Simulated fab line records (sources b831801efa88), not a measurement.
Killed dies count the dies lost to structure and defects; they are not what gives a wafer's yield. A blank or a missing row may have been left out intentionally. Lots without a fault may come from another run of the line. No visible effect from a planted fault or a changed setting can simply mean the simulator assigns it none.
Which tool did it? ; flow sky130 ; 42 wafers from 14 lots sampled at 2 of the route's 708 steps

WHAT THE GAUGES READ, wafer by wafer
Not one reading of a measure or inspect step in the record can be checked against a usual standard deviation.

EACH LOT AND THE TOOL THAT RAN IT (in order: tool; ch and the chambers of the sampled wafers; start)
lot;SKY_FIELD_ISO_STRIP_16;SKY_PAD_OPEN_PROBE_99
L359;plasma asher-03 ch 0,1, day 2 05:41;-
L361;plasma asher-02 ch 0,1, day 2 16:03;-
L362;plasma asher-02 ch 0,1, day 2 22:33;-
L363;plasma asher-02 ch 1, day 3 02:46;prober-01, day 47 05:55
L364;plasma asher-02 ch 0,1, day 3 07:28;prober-02, day 47 08:55
L366;plasma asher-02 ch 0,1, day 3 17:09;prober-01, day 47 12:46
L367;plasma asher-01 ch 0,1, day 4 01:15;-
L368;plasma asher-02 ch 0,1, day 4 04:54;-
L372;plasma asher-02 ch 0,1, day 5 01:18;-
L373;plasma asher-02 ch 0,1, day 5 05:22;prober-01, day 49 14:04
L377;plasma asher-03 ch 0,1, day 6 02:39;prober-02, day 50 04:31
L379;plasma asher-01 ch 0,1, day 6 16:01;prober-01, day 50 16:01
L381;plasma asher-01 ch 0,1, day 7 00:25;prober-02, day 50 22:08
L382;plasma asher-01 ch 0,1, day 7 04:17;-
- SKY_FIELD_ISO_STRIP_16: strips in O2/N2.
- SKY_PAD_OPEN_PROBE_99

WHAT THE TOOLS THEMSELVES READ (means of the sampled wafers that have a number; where no wafer has one, the mark that the record gives instead)
SKY_FIELD_ISO_STRIP_16. Usual: chamber pressure mTorr 1500.0 mTorr, standard deviation 1.3; drypump motor current A 5.5 A, standard deviation 0.38; oes product au 0.377 a.u., standard deviation 0.0047; strip time to endpoint s 3.54 s, standard deviation 0.038.
lot;tool;chamber pressure mTorr (mTorr);drypump motor current A (A);oes product au (a.u.);strip time to endpoint s (s);flag
L359;plasma asher-03;1501.1;5.1;0.378;3.54;
L361;plasma asher-02;1499.1;5.6;0.375;3.56;
L362;plasma asher-02;1500.8;5.6;0.374;3.55;
L363;plasma asher-02;1500.5;5.5;0.382;3.58;
L364;plasma asher-02;1499.3;5.7;0.379;3.55;
L366;plasma asher-02;1500.5;5.6;0.381;3.53;
L367;plasma asher-01;1500.3;5.9;0.379;3.53;
L368;plasma asher-02;1500.7;5.7;0.373;3.54;
L372;plasma asher-02;1501.2;5.7;0.377;3.36;OFF
L373;plasma asher-02;1500.3;5.6;0.375;3.34;OFF
L377;plasma asher-03;1499.6;5.0;0.377;3.53;
L379;plasma asher-01;1500.4;5.9;0.377;3.52;
L381;plasma asher-01;1499.2;6.0;0.383;3.55;
L382;plasma asher-01;1499.9;6.0;0.376;3.58;

SKY_PAD_OPEN_PROBE_99. Usual: killed_at_M0_to_M3 43, standard deviation 7.3; killed_at_M4_up 3.6, standard deviation 1.9; killed at contacts 23, standard deviation 5.3; killed at front end 15, standard deviation 4.5; killed at other 0.3, standard deviation 0.72; killed dies 85, standard deviation 9.4; killed open 46, standard deviation 6.7; killed short 38, standard deviation 6.8.
lot;tool;killed_at_M0_to_M3;killed_at_M4_up;killed at contacts;killed at front end;killed at other;killed dies;killed open;killed short;flag
L363;prober-01;48;3.3;23;14;0.0;88;49;38;
L364;prober-02;45;5.7;28;18;0.7;97;49;49;
L366;prober-01;43;4.3;24;14;0.7;86;42;44;
L373;prober-01;47;2.7;23;10;0.0;82;42;40;
L377;prober-02;43;4.0;28;13;0.0;88;47;41;
L379;prober-01;33;2.0;26;16;0.3;77;42;35;
L381;prober-02;41;5.7;27;12;0.0;86;44;42;

THE ANSWER, worked out from the rows above alone
Rule: a lot is off if the mean of its wafers that have a number lies more than 3 standard deviations from the usual mean. Also off: a lot with no number at a reading for which 4 or more lots have one. All remaining lots with rows at the step are treated as sound. The gauges are gone through in route order, then the tools' own readings, and for those a lot's mean is taken as printed above. The first step at which some lot is off is used, and at that step the reading that is off furthest; a lot without a number counts as furthest.
Off, at SKY_FIELD_ISO_STRIP_16 on strip time to endpoint s: L372, L373.
A tool fits if, at that step or a process step before it, it ran every lot that is off, and no sound lot after the first of them. One fits: SKY_FIELD_ISO_STRIP_16 on plasma asher-02. Its last sound lot is L368 (day 4 04:54), its first lot that is off L372 (day 5 01:18): a fault that began between those two fits.
The tool's own readings at SKY_FIELD_ISO_STRIP_16 bear it out: on the lots that are off they differ by more than 5 times the standard deviation of the sound lots' means. strip time to endpoint s reads 3.35 s there against 3.55 s on the sound lots.

WHAT HAD BEEN PUT IN BY THE SIMULATOR
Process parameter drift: plasma asher-02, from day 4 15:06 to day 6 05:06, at SKY_FIELD_ISO_STRIP_16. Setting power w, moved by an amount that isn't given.
Lots struck among those shown: L372, L373. The rule above reached the same finding.
